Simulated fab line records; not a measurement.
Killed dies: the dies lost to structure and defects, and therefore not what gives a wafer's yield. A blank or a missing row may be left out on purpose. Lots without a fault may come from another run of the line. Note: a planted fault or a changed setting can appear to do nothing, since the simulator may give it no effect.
Comparing a struck lot with a sound one    flow sky130    19 out of 708 route steps
Sound: the wafers L356.1, L356.3, L356.6. The struck wafers were L362.1, L362.3, L362.4. The cause is named last.
Each step with rows lists, per side, the tool, then ch with its chambers, then its first start. Under that, the readings that differ: sound wafers    struck wafers    difference of the means    sigmas: that difference in standard deviations of wafers without a fault.
alike: readings with means less than 2 such deviations apart, plus words and numbers identical on both sides. not compared: withheld readings, readings lacking a value on some wafer, bounds such as >300 that could conceal the same value, and numbers that have no deviation in the record and whose values overlap.
Wherever a step has rows on one side only, a row that says differs or no value, or a row with sigmas, the two part there. When numbers do not overlap yet have no deviation, they are printed without sigmas and do not part them. A reading missing from all wafers of one side parts the sides only when that side holds two or more wafers.

first, 1 step without rows for these wafers: SKY_VIA4_CMP_21 (polishes, stops on SiO2, t overpolish 25 s, target thk 0 nm).
SKY_METAL5_SPUTTER_00: material Ti, target thk 15 nm, time 10 s.
  sound: pvd-sputter-03 at day 44 21:11; struck: pvd-sputter-01 at day 46 16:13
  alike: throttle-valve-pct
SKY_METAL5_SPUTTER_01: material TiN, target thk 20 nm, time 16.7 s.
  sound: pvd-sputter-03 at day 44 21:12; struck: pvd-sputter-01 at day 46 16:14
  alike: throttle-valve-pct
then, 1 step without rows for these wafers: SKY_METAL5_SPUTTER_02 (material AlCu, target thk 1150 nm, time 61.2 s).
SKY_METAL5_SPUTTER_03: material Ti, target thk 5 nm, time 3.393 s.
  sound: pvd-sputter-03 at day 44 21:17; struck: pvd-sputter-01 at day 46 16:19
  alike: throttle-valve-pct
SKY_METAL5_SPUTTER_04: material TiN, target thk 70 nm, time 58.3 s.
  sound: pvd-sputter-03 at day 44 21:18; struck: pvd-sputter-01 at day 46 16:20
  alike: throttle-valve-pct
SKY_METAL5_RS_MEAS_05: measurement is done with a four-point probe.
  sound: film-metro-02 at day 44 21:21; struck: film-metro-01 at day 46 16:23
  alike: METAL5_ALCU_RS
SKY_METAL5_THK_MEAS_06: measures by xrf.
  sound: film-metro-02 at day 44 21:28; struck: film-metro-01 at day 46 16:31
  alike: METAL5_ALCU_THK
then, 4 steps without rows for these wafers: SKY_METAL5_DEHYDRATE_07 (time 60 s); SKY_METAL5_HMDS_08 (prime time 60 s); SKY_METAL5_COAT_09 (resist thk 1800 nm); SKY_METAL5_SOFTBAKE_10 (time 60 s).
SKY_METAL5_EXPOSE_11: exposes mask MM5, target cd 1600 nm.
  sound on iline-stepper-02 ch 0, day 45 07:41; struck on iline-stepper-01 ch 0, day 47 01:44
reading               sound                 struck                difference  sigmas
exposure-dose-mJ-cm2  190.09 190.29 189.98  172.88 172.91 172.75  -17.27      -99 or more
  alike: mask
then, 2 steps without rows for these wafers: SKY_METAL5_PEB_12; SKY_METAL5_DEVELOP_13 (develop time 60 s).
SKY_METAL5_DESCUM_14: chemistry O2, time 11 s.
  sound on rie-metal-04 ch 0,1, day 45 18:34; struck on rie-metal-03 ch 0,1, day 47 11:38
reading                  sound           struck          difference  sigmas
model.METAL5.cd-nm (nm)  1602 1604 1603  1629 1630 1629  +26         
  alike: drypump-motor-current-A, oes-product-au
  not compared: rf-hours-counter-h
SKY_METAL5_METAL_ETCH_15: etches the open film in Cl2/BCl3, stops on SiO2, target depth 1260 nm, time 252 s.
  sound on rie-metal-04 ch 0,1, day 45 18:35; struck on rie-metal-03 ch 0,1, day 47 11:40
reading                  sound           struck          difference  sigmas
model.METAL5.cd-nm (nm)  1600 1603 1594  1635 1625 1632  +32         
  alike: drypump-motor-current-A, oes-product-au, throttle-valve-pct
  not compared: rf-hours-counter-h
SKY_METAL5_STRIP_16: strips in O2/N2.
  sound on plasma-asher-02 ch 0,1, day 45 18:50; struck on plasma-asher-03 ch 0,1, day 47 11:55
  alike: drypump-motor-current-A, oes-product-au, strip-time-to-endpoint-s
  not compared: rf-hours-counter-h
SKY_PAD_OPEN_PROBE_99:
  sound: prober-02 at day 47 13:02; struck: prober-02 at day 49 05:04
reading                         sound           struck          difference  sigmas
model.etest.met5.width-nm (nm)  1600 1606 1593  1632 1623 1635  +30         
  alike: defect-limited-yield, killed_at_M0_to_M3, killed_at_M4_up, killed-at-contacts, killed-at-front-end, killed-at-other, killed-dies, killed-open, killed-short, sort_bin_3_pad_short, sort_bin_5_function, sort_bin_6_memory, sort-n-pass, sort-yield-pct

WHERE THEY PART
At SKY_METAL5_EXPOSE_11 and nowhere else, as far as this record goes. Later steps at which nothing parts them and some readings are alike: SKY_METAL5_DESCUM_14, SKY_METAL5_METAL_ETCH_15, SKY_METAL5_STRIP_16, SKY_PAD_OPEN_PROBE_99.

WHY: whatever the simulator had introduced
Process parameter drift: iline-stepper-01, from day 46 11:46 on, at SKY_METAL5_EXPOSE_11. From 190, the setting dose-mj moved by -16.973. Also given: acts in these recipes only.
